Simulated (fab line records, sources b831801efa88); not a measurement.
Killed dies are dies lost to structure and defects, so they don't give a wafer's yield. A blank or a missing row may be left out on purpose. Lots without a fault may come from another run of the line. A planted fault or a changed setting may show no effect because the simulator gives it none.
Chamber matching | flow gf180mcu | GF_V1_CMP_04 on cmp-01: 4 sister chambers
The step polishes SiO2. 8 wafers are shown with their chamber, then 8 later ones without.

WAFERS WITH THEIR CHAMBER
wafer  | chamber | motor_current_A (A) | time_to_endpoint_s (s)
L664.3 | 3       | 12.6                | 81
L664.6 | 2       | 12.1                | 92
L670.4 | 0       | 11.9                | 85
L670.6 | 2       | 12.0                | 95
L674.2 | 1       | 11.5                | 78
L674.4 | 0       | 11.6                | 81
L674.5 | 3       | 12.2                | 80
L676.3 | 1       | 11.6                | 80

WAFERS WITHOUT THEIR CHAMBER
wafer  | motor_current_A (A) | time_to_endpoint_s (s)
L676.5 | 12.6                | 87
L676.6 | 12.9                | 89
L678.4 | 11.7                | 93
L678.5 | 12.1                | 92
L678.6 | 12.8                | 89
L680.3 | 11.4                | 85
L680.4 | 12.3                | 95
L680.5 | 12.6                | 95

WHICH CHAMBER EACH WENT THROUGH
wafer  | from the rows above          | in truth
L676.5 | can't be placed: 3 or 2 or 0 | 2
L676.6 | can't be placed: 3 or 2 or 0 | 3
L678.4 | 2                            | 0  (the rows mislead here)
L678.5 | 2                            | 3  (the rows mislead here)
L678.6 | can't be placed: 2 or 3 or 0 | 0
L680.3 | can't be placed: 0 or 1      | 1
L680.4 | 2                            | 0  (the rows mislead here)
L680.5 | 2                            | 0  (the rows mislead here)
Placed correctly: 0 of 8. Can't be placed from these rows: 4 (the true chamber is among the candidates in 4). Placed wrongly: 4.
How it was worked out, from the rows above alone: a wafer's distance from a chamber is the root of the sum, over the readings, of the square of ((its reading less the chamber's mean) divided by the reading's scatter). The wafer belongs to the nearest chamber; if the next one is less than 2 further off, it can't be placed. A chamber's mean is the mean of its shown wafers. The scatter: the root of (the sum of the squares of (reading less its chamber's mean) over the shown wafers, divided by (wafers less chambers)).
